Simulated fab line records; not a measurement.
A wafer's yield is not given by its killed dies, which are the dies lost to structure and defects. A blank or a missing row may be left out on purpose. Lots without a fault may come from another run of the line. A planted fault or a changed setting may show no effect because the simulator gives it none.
Which of the tools did it?	flow gf180mcu	13 lots with 39 wafers sampled at 4 steps, on a route of 602 steps

WHAT THE GAUGES READ, wafer by wafer
GF_TOP_METAL_RS_MEAS_05: uses a four-point probe to measure.
lot	measured	on	TOP_METAL_ALCU_RS (ohm/sq)
L291	day 27 13:07	filmMetro-02	0.0333 0.0331 0.0333
L292	day 27 18:53	filmMetro-01	0.0325 0.0327 0.0326
L296	day 29 07:22	filmMetro-02	0.0324 0.0328 0.0327
L298	day 29 17:02	filmMetro-02	0.0332 0.0332 0.0331
L300	day 30 08:28	filmMetro-02	0.0330 0.0328 0.0330
L301	day 30 09:38	filmMetro-01	0.0331 0.0326 0.0330
L302	day 30 21:04	filmMetro-02	0.0325 0.0327 0.0327
L307	day 32 12:10	filmMetro-02	0.0323 0.0323 0.0328
L309	day 33 02:59	filmMetro-02	0.0326 0.0326 0.0327
L310	day 33 05:17	filmMetro-01	0.0327 0.0323 0.0330
L311	day 33 07:46	filmMetro-01	0.0325 0.0329 0.0325
L312	day 33 17:22	filmMetro-01	0.0323 0.0325 0.0327
L313	day 33 18:26	filmMetro-01	0.0326 0.0323 0.0324

GF_PASSIVATION_THK_MEAS_01.
lot	measured	on	PASSIVATION_CVD_00_THK (nm)
L291	day 28 08:49	filmMetro-01	976 989 1000
L292	day 28 15:15	filmMetro-04	986 1006 1001
L296	day 30 03:18	filmMetro-01	997 1008 1012
L298	day 30 12:37	filmMetro-01	983 1003 992
L300	day 31 03:49	filmMetro-01	988 980 997
L301	day 31 04:34	filmMetro-03	1001 990 999
L302	day 31 16:01	filmMetro-04	1000 1003 1027
L307	day 33 05:28	filmMetro-01	998 999 1009
L309	day 33 19:22	filmMetro-01	996 1009 1002
L310	day 33 21:48	filmMetro-03	990 990 982
L311	day 33 23:36	filmMetro-01	1005 992 1001
L312	day 34 09:32	filmMetro-01	982 991 1003
L313	day 34 10:57	filmMetro-03	991 1008 1004

GF_PASSIVATION_BOW_MEAS_14.
lot	measured	on	PASSIVATION_BOW (um)
L291	day 29 05:55	filmMetro-04	140 137 151
L292	day 29 12:36	filmMetro-01	126 116 113
L296	day 30 23:36	filmMetro-01	145 138 131
L298	day 31 08:17	filmMetro-04	124 123 122
L300	day 31 23:24	filmMetro-04	135 135 136
L301	day 32 00:22	filmMetro-04	128 135 133
L302	day 32 10:39	filmMetro-01	137 135 139
L307	day 33 23:25	filmMetro-01	119 120 113
L309	day 34 12:42	filmMetro-01	129 141 129
L310	day 34 14:38	filmMetro-01	141 143 153
L311	day 34 16:31	filmMetro-01	110 115 128
L312	day 35 01:51	filmMetro-01	125 133 125
L313	day 35 03:22	filmMetro-03	124 126 142

TOOL THAT RAN EACH LOT (tool first, then ch and the chambers of the sampled wafers, then the start)
lot	GF_M3_METAL_ETCH_16
L291	rieMetal-01 ch 0,1, day 21 14:46
L292	rieMetal-04 ch 0,1, day 21 21:37
L296	rieMetal-03 ch 0,1, day 23 17:32
L298	rieMetal-03 ch 0,1, day 24 06:16
L300	rieMetal-04 ch 0,1, day 24 23:10
L301	rieMetal-04 ch 0,1, day 25 00:53
L302	rieMetal-01 ch 0,1, day 25 15:22
L307	rieMetal-03 ch 0, day 27 12:19
L309	rieMetal-04 ch 0, day 28 07:37
L310	rieMetal-04 ch 0, day 28 08:34
L311	rieMetal-04 ch 0, day 28 13:13
L312	rieMetal-01 ch 0,1, day 28 23:25
L313	rieMetal-03 ch 0,1, day 29 01:25
- GF_M3_METAL_ETCH_16: etches the open film in Cl2/BCl3, stops on SiO2, target depth 627.5 nm, time 104.6 s.

AS READ BY THE TOOLS THEMSELVES (means over the sampled wafers that have a number; for cases with no such wafer, the mark the record gives instead)
GF_M3_METAL_ETCH_16.
lot	tool	drypumpMotorCurrentA (A)	mfcCl2Sccm (sccm)	oesProductAu (a.u.)	throttleValvePct (%)
L291	rieMetal-01	5.51	79.96	0.976	28.249
L292	rieMetal-04	5.18	79.85	0.972	28.239
L296	rieMetal-03	5.53	79.97	0.971	28.260
L298	rieMetal-03	5.34	79.98	0.970	28.254
L300	rieMetal-04	5.19	79.94	0.967	28.255
L301	rieMetal-04	5.31	80.04	0.978	28.249
L302	rieMetal-01	5.52	80.02	0.975	28.254
L307	rieMetal-03	5.72	79.76	0.978	28.245
L309	rieMetal-04	5.06	80.19	0.969	28.243
L310	rieMetal-04	5.07	79.86	0.966	28.254
L311	rieMetal-04	5.06	80.05	0.976	28.236
L312	rieMetal-01	5.53	80.17	0.975	28.247
L313	rieMetal-03	5.33	79.84	0.978	28.241

THE ANSWER, worked out from the rows above alone
Rule: usual is defined by the lots themselves. The widest of any qualifying gaps counts: lots, ordered by their means at a reading, are off when they make up no more than a third of the lots, leave a main group of 4 or more, and stand apart from it by 3 or more times the standard deviation of that group's means. A main group is skipped when, at the precision printed for the reading in the tables above, its means are all equal. A lot without any number at a reading at which 4 lots or more have one is off too. The other lots that the step has rows for count as sound. After the gauges, taken in route order, come the tools' own readings; for these a lot's mean is taken, as printed above. At the first step where some lot is off, the reading lying furthest off is the one used; lots without a number count as furthest.
Nothing can be told from this: no lot is off at any reading shown.

WHAT WAS PUT IN BY THE SIMULATOR
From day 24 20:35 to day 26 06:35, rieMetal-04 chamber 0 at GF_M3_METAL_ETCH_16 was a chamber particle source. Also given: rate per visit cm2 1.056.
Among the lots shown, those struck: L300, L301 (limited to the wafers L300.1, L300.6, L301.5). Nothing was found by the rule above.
